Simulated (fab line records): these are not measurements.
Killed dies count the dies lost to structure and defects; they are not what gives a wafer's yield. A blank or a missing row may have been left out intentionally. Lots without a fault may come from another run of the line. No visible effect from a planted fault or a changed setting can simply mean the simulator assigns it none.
fab line records	flow sky130
record lots=12	wafers=35	last_day=50
route steps=708 shown SD_P@330 LI_CONTACT@383 LOCAL_INTERCONNECT@398 PAD_OPEN@708
lots that met no fault: taken from a fault-free run of the same line
start_h: hours from the record's opening day to when the first of the lot's shown wafers began	wait_h: how many hours have passed since the lot's step before this one	" the same as in the row above	L1.1+2: a row that stands for several wafers	- no value, or no start was given	* or withheld: withheld	< > ~ a bound
route shown NAME@n: a module of which the file shows steps, and the number in the route of the first	usual: average and standard deviation across the fault-free wafers	same: alike in all rows	chamber/n: place in a boat	sites: per-site readings	_std_site: standard deviation across them	_edge_site: outer sites' mean less inner sites'	radius_mm: how far each site lies from the wafer's centre	mask NAME#n: copy n	behind: the tool/chamber that last shaped the wafer	hold: reason for holding the lot/hours on hold/outcome of the hold	device: names the non-switching transistor (n, p or np)	end of line: the route-end tests of the same wafers	for a step that has no rows: nothing shown but its recipe	killed: not the wafer's yield, but the dies lost to structure and defects at the first sort	map: a wafer's dies, x killed, . not, _ none there
set.NAME: the setting the step ran with; set.NAME@STEP: the setting that earlier step ran with	model.NAME: the simulator's own value behind a step, which no gauge read
route steps across a sampled set of lots; one table per step, one row per wafer
services: the hour from which a tool's chamber was out of use, counted from the record's first day as start_h (under 0 if before that day), plus the number of hours and why
## steps
# step SKY_SD_P_STRIP_10
# recipe chemistry=O2/N2	power_w=1400	pressure_mtorr=1500	platen_temp_c=withheld	o2_flow_sccm=3000	n2_flow_sccm=300	overash_fraction=0.5
# usual drypump_motor_current_A=6.0/0.32	oes_product_au=0.617/0.005	strip_time_to_endpoint_s=17.50/0.037
lot.wafer	tool	chamber	start_h	wait_h	drypump_motor_current_A	oes_product_au	rf_hours_counter_h	strip_time_to_endpoint_s
L488.2	plasma_asher-01	0	569.13	0.1	5.6	0.608	87	17.45
L488.4	"	1	"	"	6.6	0.616	-	17.45
L488.6	"	0	"	"	5.6	0.622	-	17.48
L490.3	plasma_asher-01	1	587.58	0.1	6.6	0.608	-	17.55
L490.4	"	0	"	"	5.6	0.629	-	17.58
L490.5	"	0	"	"	5.6	0.626	-	17.55
L491.1	plasma_asher-04	0	606.80	0.1	5.8	0.603	17	17.48
L491.3	"	0	"	"	5.8	0.621	-	17.47
L491.4	"	1	"	"	5.7	0.620	-	17.48
L494.1	plasma_asher-01	0	626.31	0.1	5.6	0.619	93	17.58
L494.3	"	0	"	"	5.6	0.622	-	17.58
L494.6	"	1	"	"	6.6	0.620	-	17.53
L495.3	plasma_asher-02	0	643.21	0.1	5.9	0.625	-	17.49
L495.4	"	1	"	"	6.1	0.623	-	17.46
L495.5	"	1	"	"	6.1	0.612	-	17.53
L497.2	plasma_asher-02	1	657.08	0.1	6.1	0.605	85	17.54
L497.3	"	0	"	"	5.9	0.616	-	17.50
L497.4	"	1	"	"	6.1	0.620	-	17.50
L499.1	plasma_asher-02	1	675.03	0.1	6.1	0.616	87	17.53
L499.2	"	0	"	"	6.0	0.623	87	17.48
L499.4	"	0	"	"	6.0	0.624	-	17.50
L500.2	plasma_asher-02	0	679.26	0.1	6.0	0.622	87	17.42
L500.3	"	0	"	"	6.0	0.615	-	17.47
L504.1	plasma_asher-01	0	748.71	0.1	5.5	0.615	0	17.55
L504.2	"	1	"	"	6.6	0.617	0	17.56
L504.3	"	0	"	"	5.6	0.611	-	17.51
L509.1	plasma_asher-01	0	778.78	0.1	5.6	0.614	4	17.50
L509.3	"	0	"	"	5.6	0.614	-	17.47
L509.4	"	1	"	"	6.6	0.619	-	17.49
L511.1	plasma_asher-04	1	785.55	0.1	5.7	0.613	35	17.54
L511.3	"	1	"	"	5.7	0.619	-	17.53
L511.6	"	0	"	"	5.8	0.622	-	17.51
L510.3	plasma_asher-02	1	790.32	0.1	6.1	0.622	-	17.52
L510.4	"	0	"	"	5.9	0.622	-	17.51
L510.5	"	1	"	"	6.1	0.622	-	17.50
# step SKY_SD_N_RS_MEAS_17
# recipe thk_meas_gauge=four-point-probe
# usual SD_P_RS=147.1/0.38
lot.wafer	tool	chamber	start_h	wait_h	SD_P_RS[ohm/sq]
L488.2	film_metro-02	-	627.35	0.1	147.3
L488.4	"	-	"	"	147.0
L488.6	"	-	"	"	147.6
L490.3	film_metro-02	-	646.27	0.1	147.9
L490.4	"	-	"	"	147.5
L490.5	"	-	"	"	147.5
L491.1	film_metro-03	-	665.03	0.1	147.0
L491.3	"	-	"	"	147.0
L491.4	"	-	"	"	146.6
L494.1	film_metro-02	-	682.89	0.1	147.0
L494.3	"	-	"	"	147.4
L494.6	"	-	"	"	146.9
L495.3	film_metro-03	-	698.72	0.1	147.2
L495.4	"	-	"	"	147.3
L495.5	"	-	"	"	146.9
L497.2	film_metro-01	-	713.19	0.1	146.6
L497.3	"	-	"	"	147.2
L497.4	"	-	"	"	147.2
L499.1	film_metro-01	-	730.99	0.1	146.7
L499.2	"	-	"	"	146.8
L499.4	"	-	"	"	146.6
L500.2	film_metro-01	-	734.87	0.1	146.8
L500.3	"	-	"	"	146.9
L504.1	film_metro-02	-	803.10	0.1	147.0
L504.2	"	-	"	"	147.0
L504.3	"	-	"	"	147.3
L509.1	film_metro-01	-	830.59	0.1	147.0
L509.3	"	-	"	"	147.2
L509.4	"	-	"	"	147.5
L511.1	film_metro-01	-	838.53	0.1	147.2
L511.3	"	-	"	"	147.2
L511.6	"	-	"	"	147.0
L510.3	film_metro-01	-	843.03	0.1	147.6
L510.4	"	-	"	"	147.3
L510.5	"	-	"	"	147.6
# step SKY_LI_CONTACT_CVD_21
# recipe material=W	target_thk_nm=400	time_s=120.56	temp_c=400	pressure_torr=40
# usual heater_power_w=794/33	susceptor_temp_C=400.01/0.21
lot.wafer	tool	chamber	start_h	wait_h	heater_power_w	susceptor_temp_C
L488.2	cvd_w-01	0	657.19	0.0	784	399.79
L488.4	"	0	"	"	765	399.97
L488.6	"	0	"	"	762	399.74
L490.3	cvd_w-02	1	675.92	0.1	814	400.28
L490.4	"	0	"	"	815	400.21
L490.5	"	0	"	"	826	400.10
L491.1	cvd_w-02	1	694.30	0.0	777	399.80
L491.3	"	0	"	"	836	399.73
L491.4	"	1	"	"	791	399.67
L494.1	cvd_w-01	1	711.96	0.0	760	399.99
L494.3	"	0	"	"	771	399.83
L494.6	"	0	"	"	768	399.72
L495.3	cvd_w-02	0	727.60	0.1	815	399.84
L495.4	"	1	"	"	782	399.74
L495.5	"	0	"	"	815	399.76
L497.2	cvd_w-01	1	741.64	0.0	728	399.87
L497.3	"	0	"	"	778	400.15
L497.4	"	1	"	"	769	400.24
L499.1	cvd_w-01	0	759.31	0.0	768	399.83
L499.2	"	1	"	"	752	400.02
L499.4	"	0	"	"	762	399.78
L500.2	cvd_w-01	0	763.20	0.0	758	400.35
L500.3	"	1	"	"	753	399.80
L504.1	cvd_w-02	1	830.31	0.0	821	399.73
L504.2	"	0	"	"	816	400.17
L504.3	"	0	"	"	854	400.28
L509.1	cvd_w-01	1	856.94	0.0	756	399.93
L509.3	"	1	"	"	736	399.90
L509.4	"	0	"	"	757	400.07
L511.1	cvd_w-02	0	866.15	0.0	832	400.35
L511.3	"	0	"	"	840	400.31
L511.6	"	0	"	"	842	400.30
L510.3	cvd_w-01	1	871.16	0.1	748	399.92
L510.4	"	0	"	"	769	399.75
L510.5	"	0	"	"	771	399.87
# step SKY_LI_CONTACT_RS_MEAS_22
# recipe thk_meas_gauge=four-point-probe	reads=W_of_LI_CONTACT_CVD_21+TiN_of_LI_CONTACT_SPUTTER_20+Ti_of_LI_CONTACT_SPUTTER_19
# usual LI_CONTACT_W_RS=0.2839/0.0028
lot.wafer	tool	chamber	start_h	wait_h	LI_CONTACT_W_RS[ohm/sq]
L488.2	film_metro-02	-	657.33	0.1	0.2818
L488.4	"	-	"	"	0.2779
L488.6	"	-	"	"	0.2814
L490.3	film_metro-02	-	676.04	0.1	0.2818
L490.4	"	-	"	"	0.2808
L490.5	"	-	"	"	0.2765
L491.1	film_metro-01	-	694.42	0.1	0.2863
L491.3	"	-	"	"	0.2839
L491.4	"	-	"	"	0.2854
L494.1	film_metro-03	-	712.09	0.1	0.2779
L494.3	"	-	"	"	0.2789
L494.6	"	-	"	"	0.2804
L495.3	film_metro-03	-	727.72	0.1	0.2876
L495.4	"	-	"	"	0.2844
L495.5	"	-	"	"	0.2848
L497.2	film_metro-03	-	741.78	0.1	0.2708
L497.3	"	-	"	"	0.2847
L497.4	"	-	"	"	0.2835
L499.1	film_metro-02	-	759.43	0.1	0.2758
L499.2	"	-	"	"	0.2761
L499.4	"	-	"	"	0.2874
L500.2	film_metro-01	-	763.34	0.1	0.2720
L500.3	"	-	"	"	0.2878
L504.1	film_metro-02	-	830.43	0.1	0.2818
L504.2	"	-	"	"	0.2844
L504.3	"	-	"	"	0.2836
L509.1	film_metro-01	-	857.06	0.1	0.2855
L509.3	"	-	"	"	0.2869
L509.4	"	-	"	"	0.2842
L511.1	film_metro-02	-	866.27	0.1	0.2846
L511.3	"	-	"	"	0.2857
L511.6	"	-	"	"	0.2828
L510.3	film_metro-02	-	871.28	0.1	0.2856
L510.4	"	-	"	"	0.2850
L510.5	"	-	"	"	0.2832
# step SKY_LI_CONTACT_THK_MEAS_23
# recipe thk_meas_gauge=xrf	reads=W_of_LI_CONTACT_CVD_21
# usual LI_CONTACT_W_THK=408/6
lot.wafer	tool	chamber	start_h	wait_h	LI_CONTACT_W_THK[nm]
L488.2	film_metro-02	-	657.44	0.1	411
L488.4	"	-	"	"	415
L488.6	"	-	"	"	411
L490.3	film_metro-02	-	676.14	0.1	415
L490.4	"	-	"	"	415
L490.5	"	-	"	"	419
L491.1	film_metro-01	-	694.54	0.1	406
L491.3	"	-	"	"	410
L491.4	"	-	"	"	409
L494.1	film_metro-03	-	712.21	0.1	417
L494.3	"	-	"	"	417
L494.6	"	-	"	"	412
L495.3	film_metro-03	-	727.82	0.1	400
L495.4	"	-	"	"	402
L495.5	"	-	"	"	402
L497.2	film_metro-03	-	741.89	0.1	427
L497.3	"	-	"	"	403
L497.4	"	-	"	"	404
L499.1	film_metro-02	-	759.55	0.1	424
L499.2	"	-	"	"	422
L499.4	"	-	"	"	407
L500.2	film_metro-01	-	763.45	0.1	425
L500.3	"	-	"	"	402
L504.1	film_metro-02	-	830.55	0.1	422
L504.2	"	-	"	"	415
L504.3	"	-	"	"	416
L509.1	film_metro-01	-	857.18	0.1	404
L509.3	"	-	"	"	403
L509.4	"	-	"	"	410
L511.1	film_metro-02	-	866.39	0.1	412
L511.3	"	-	"	"	410
L511.6	"	-	"	"	416
L510.3	film_metro-02	-	871.38	0.1	411
L510.4	"	-	"	"	412
L510.5	"	-	"	"	414
# step SKY_LOCAL_INTERCONNECT_CD_MEAS_11
# recipe target_cd_nm=170
# usual cd_nm=170.0/2
lot.wafer	tool	chamber	start_h	wait_h	cd_nm
L488.2	cd_sem-01	-	686.06	-	168.3
L488.4	"	-	"	"	169.3
L488.6	"	-	"	"	169.3
L490.3	cd_sem-01	-	704.62	-	167.1
L490.4	"	-	"	"	167.5
L490.5	"	-	"	"	166.9
L491.1	cd_sem-01	-	722.73	-	170.8
L491.3	"	-	"	"	172.7
L491.4	"	-	"	"	171.8
L494.1	cd_sem-01	-	740.13	-	170.2
L494.3	"	-	"	"	168.9
L494.6	"	-	"	"	168.2
L495.3	cd_sem-01	-	755.08	-	168.5
L495.4	"	-	"	"	168.9
L495.5	"	-	"	"	166.9
L497.2	cd_sem-02	-	769.24	-	172.3
L497.3	"	-	"	"	172.7
L497.4	"	-	"	"	172.5
L499.1	cd_sem-01	-	787.09	-	166.5
L499.2	"	-	"	"	165.6
L499.4	"	-	"	"	166.8
L500.2	cd_sem-01	-	790.06	-	169.3
L500.3	"	-	"	"	168.5
L504.1	cd_sem-01	-	856.57	-	169.9
L504.2	"	-	"	"	170.1
L504.3	"	-	"	"	167.9
L509.1	cd_sem-02	-	883.24	-	168.9
L509.3	"	-	"	"	170.6
L509.4	"	-	"	"	167.9
L511.1	cd_sem-01	-	892.44	-	171.1
L511.3	"	-	"	"	169.9
L511.6	"	-	"	"	170.9
L510.3	cd_sem-02	-	897.71	-	170.4
L510.4	"	-	"	"	170.8
L510.5	"	-	"	"	170.3
# step SKY_PAD_OPEN_PROBE_99
# usual killed_at_M0_to_M3=44/7.3	killed_at_M4_up=3.2/1.8	killed_at_contacts=24/5.4	killed_at_front_end=16/4.4	killed_at_other=0.3/0.48	killed_dies=86/9.5	killed_open=47/7.7	killed_short=39/6.4
# same gross_dies=492	killed_at_back_side=0
lot.wafer	tool	chamber	start_h	wait_h	killed_at_M0_to_M3	killed_at_M4_up	killed_at_contacts	killed_at_front_end	killed_at_other	killed_dies	killed_open	killed_short
L494.1	prober-02	-	1102.19	0.1	35	4	26	26	0	91	54	37
L494.3	prober-02	-	1102.29	0.2	31	4	21	17	2	75	37	38
L494.6	prober-02	-	1102.44	0.2	53	3	18	22	0	96	51	45
L499.1	prober-01	-	1134.40	0.1	35	2	20	12	0	69	41	28
L499.2	prober-01	-	1134.45	0.1	37	0	27	21	0	85	45	40
L499.4	prober-01	-	1134.55	0.2	32	2	21	19	1	75	42	33
L504.1	prober-01	-	1183.49	0.1	30	5	28	8	0	71	37	34
L504.2	prober-01	-	1183.54	0.1	39	6	28	12	0	85	50	35
L504.3	prober-01	-	1183.59	0.2	35	3	33	9	0	80	41	39
L511.1	prober-02	-	1204.15	0.1	38	2	19	20	1	80	40	40
L511.3	prober-02	-	1204.25	0.2	46	3	14	24	0	87	43	44
L511.6	prober-02	-	1204.40	0.2	38	3	15	26	0	82	38	44
# killed by level:class
L494.1 CONTACT:geometric_particle:open=12 VIA1:geometric_particle:open=10 FIELD_ISO:geometric_particle:open=9 FIELD_ISO:geometric_particle:short=7 LI_CONTACT:geometric_particle:open=7 POLY_GATE:geometric_particle:short=5 VIA2:geometric_particle:open=5 CONTACT:geometric_particle:short=4
L494.3 CONTACT:geometric_particle:open=9 VIA3:geometric_particle:short=5 VIA1:geometric_particle:short=5 VIA1:geometric_particle:open=5 FIELD_ISO:geometric_particle:short=4 FIELD_ISO:geometric_particle:open=4 LI_CONTACT:geometric_particle:short=4 CONTACT:geometric_particle:short=4
L494.6 VIA1:geometric_particle:open=11 VIA2:geometric_particle:short=8 METAL2:geometric_particle:short=8 CONTACT:geometric_particle:open=7 FIELD_ISO:geometric_particle:open=6 CONTACT:geometric_particle:short=6 METAL1:geometric_particle:short=5 VIA1:geometric_particle:short=5
L499.1 CONTACT:geometric_particle:open=8 VIA1:geometric_particle:short=8 VIA1:geometric_particle:open=8 LI_CONTACT:geometric_particle:open=7 POLY_GATE:geometric_particle:short=5 VIA3:geometric_particle:open=5 METAL2:geometric_particle:short=3 VIA2:geometric_particle:open=3
L499.2 CONTACT:geometric_particle:open=16 POLY_GATE:geometric_particle:short=6 METAL1:geometric_particle:short=6 VIA1:geometric_particle:open=6 METAL2:geometric_particle:short=6 POLY_GATE:geometric_particle:open=5 VIA2:geometric_particle:open=5 FIELD_ISO:geometric_particle:short=4
L499.4 VIA1:geometric_particle:open=8 CONTACT:geometric_particle:open=8 LI_CONTACT:geometric_particle:open=6 METAL1:geometric_particle:short=6 POLY_GATE:geometric_particle:short=5 POLY_GATE:geometric_particle:open=4 LI_CONTACT:geometric_particle:short=4 VIA2:geometric_particle:open=4
L504.1 CONTACT:geometric_particle:open=8 VIA1:geometric_particle:open=8 LOCAL_INTERCONNECT:geometric_particle:short=7 CONTACT:geometric_particle:short=6 LI_CONTACT:geometric_particle:open=5 VIA1:geometric_particle:short=5 VIA3:geometric_particle:open=4 METAL1:geometric_particle:short=3
L504.2 CONTACT:geometric_particle:open=13 VIA1:geometric_particle:open=9 VIA3:geometric_particle:open=7 LI_CONTACT:geometric_particle:open=6 CONTACT:geometric_particle:short=5 METAL1:geometric_particle:short=4 METAL2:geometric_particle:short=4 METAL4:geometric_particle:short=4
L504.3 CONTACT:geometric_particle:open=16 VIA1:geometric_particle:open=9 CONTACT:geometric_particle:short=7 METAL3:geometric_particle:short=6 VIA2:geometric_particle:open=5 LI_CONTACT:geometric_particle:open=4 LI_CONTACT:geometric_particle:short=4 VIA1:geometric_particle:short=4
L511.1 CONTACT:geometric_particle:open=11 VIA2:geometric_particle:open=11 FIELD_ISO:geometric_particle:short=6 FIELD_ISO:geometric_particle:open=5 METAL1:geometric_particle:short=4 VIA1:geometric_particle:short=4 METAL2:geometric_particle:short=4 LOCAL_INTERCONNECT:geometric_particle:short=3
L511.3 FIELD_ISO:geometric_particle:short=8 VIA2:geometric_particle:open=7 VIA1:geometric_particle:open=7 VIA3:geometric_particle:open=7 FIELD_ISO:geometric_particle:open=6 METAL2:geometric_particle:short=6 METAL1:geometric_particle:short=6 CONTACT:geometric_particle:open=5
L511.6 FIELD_ISO:geometric_particle:short=13 VIA1:geometric_particle:open=8 METAL2:geometric_particle:short=7 VIA3:geometric_particle:open=6 FIELD_ISO:geometric_particle:open=5 CONTACT:geometric_particle:short=5 CONTACT:geometric_particle:open=5 LOCAL_INTERCONNECT:geometric_particle:short=3
## services
tool	chamber	start_h	hours	kind
cvd_w-01	-	570.06	4.3	pm
cvd_w-01	-	582.75	14.6	pm
plasma_asher-02	-	592.69	4.0	repair
plasma_asher-04	-	598.78	0.7	repair
cvd_w-01	-	600.99	1.4	repair
cvd_w-02	-	621.44	6.0	pm
cvd_w-02	-	632.39	6.9	pm
cvd_w-01	-	653.49	0.8	repair
plasma_asher-01	-	697.61	1.4	repair
cvd_w-02	-	724.15	2.8	pm
plasma_asher-01	-	733.75	9.0	pm
plasma_asher-01	0	733.75	9.0	vent_cycle
plasma_asher-01	1	733.75	9.0	vent_cycle
plasma_asher-01	0	742.75	-	clean
plasma_asher-01	1	742.75	-	clean
plasma_asher-02	-	743.12	15.6	pm
plasma_asher-01	-	780.32	0.9	repair
plasma_asher-02	-	856.33	5.3	repair
## key
first_sign step=SKY_LI_CONTACT_RS_MEAS_22	reading=LI_CONTACT_W_RS	direction=down	sigmas=3.7	usual=0.2839	struck=0.2737
effect step=SKY_LI_CONTACT_THK_MEAS_23	reading=LI_CONTACT_W_THK	direction=up	sigmas=2.7	usual=408	struck=425
met_at SKY_LI_CONTACT_CVD_21
struck_lots L497,L499,L500
struck_wafers L497.2,L499.1,L499.2,L500.2
tester_left_out L497,L499,L500
not_acting_at SKY_SD_P_STRIP_10,SKY_SD_N_RS_MEAS_17,SKY_LOCAL_INTERCONNECT_CD_MEAS_11
onset_between 711.96 741.64
fault kind=process_parameter_drift	tool=cvd_w-01	chamber=-	onset_h=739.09	steps=SKY_LI_CONTACT_CVD_21	channel=target_thk_nm	offset=21.003	shape=step	end_h=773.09	scope=struck_wafers_only	acts_in=these_recipes_only	stated=400
# tester_left_out: of these lots the tester's yield and bins aren't shown, on N5 and GAA mostly nor the transistor test; their killed dies are dies lost to structure and defects alone, not to doping, threshold or leakage, so they don't give the yield
